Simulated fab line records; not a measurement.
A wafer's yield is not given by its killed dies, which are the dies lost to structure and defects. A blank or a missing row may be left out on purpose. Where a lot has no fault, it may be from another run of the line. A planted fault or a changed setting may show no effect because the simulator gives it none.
Which tool is to blame? ; flow gf180mcu ; 18 wafers from 6 lots sampled at 2 of the route's 602 steps

## WHAT EACH GAUGE READ, for each wafer
GF_HV_LDD_TW_MEAS_38.
lot;measured;on;HV_LDD_3_TW
L518;day 12 19:38;film metro-03;1451 1453 1444
L522;day 14 01:24;film metro-03;1448 1447 1444
L525;day 15 05:01;film metro-01;1428 1426 1427
L528;day 16 01:23;film metro-04;1433 1442 1446
L534;day 17 23:41;film metro-01;1435 1432 1423
L537;day 18 23:26;film metro-01;1432 1436 1444

## WHICH TOOL RAN EACH LOT (tool, then ch and the chambers of the sampled wafers, then the start)
lot;GF_HV_LDD_IMPLANT_33
L518;implanter-02 ch 0, day 12 18:57
L522;implanter-04 ch 0, day 14 00:43
L525;implanter-01 ch 0, day 15 04:19
L528;implanter-02 ch 0, day 16 00:42
L534;implanter-01 ch 0, day 17 22:59
L537;implanter-04 ch 0, day 18 22:45
- GF_HV_LDD_IMPLANT_33

## THE ANSWER, worked out from the rows above alone
Rule: what is usual is taken from the lots themselves. Put in order of their means at a reading, lots are off if they are a third of the lots or fewer, leave a main group of 4 or more, and stand apart from it by a gap of 3 or more times the standard deviation of the main group's means; of several such gaps the widest counts. A main group whose means are all the same, to the digits that the tables above print for the reading, isn't used. Also off: a lot with no number at a reading for which 4 or more lots have one. Where the step has rows for the other lots, those lots are counted as sound.
None of the lots is off at any reading shown; this tells nothing.

## WHAT WAS PUT IN BY THE SIMULATOR
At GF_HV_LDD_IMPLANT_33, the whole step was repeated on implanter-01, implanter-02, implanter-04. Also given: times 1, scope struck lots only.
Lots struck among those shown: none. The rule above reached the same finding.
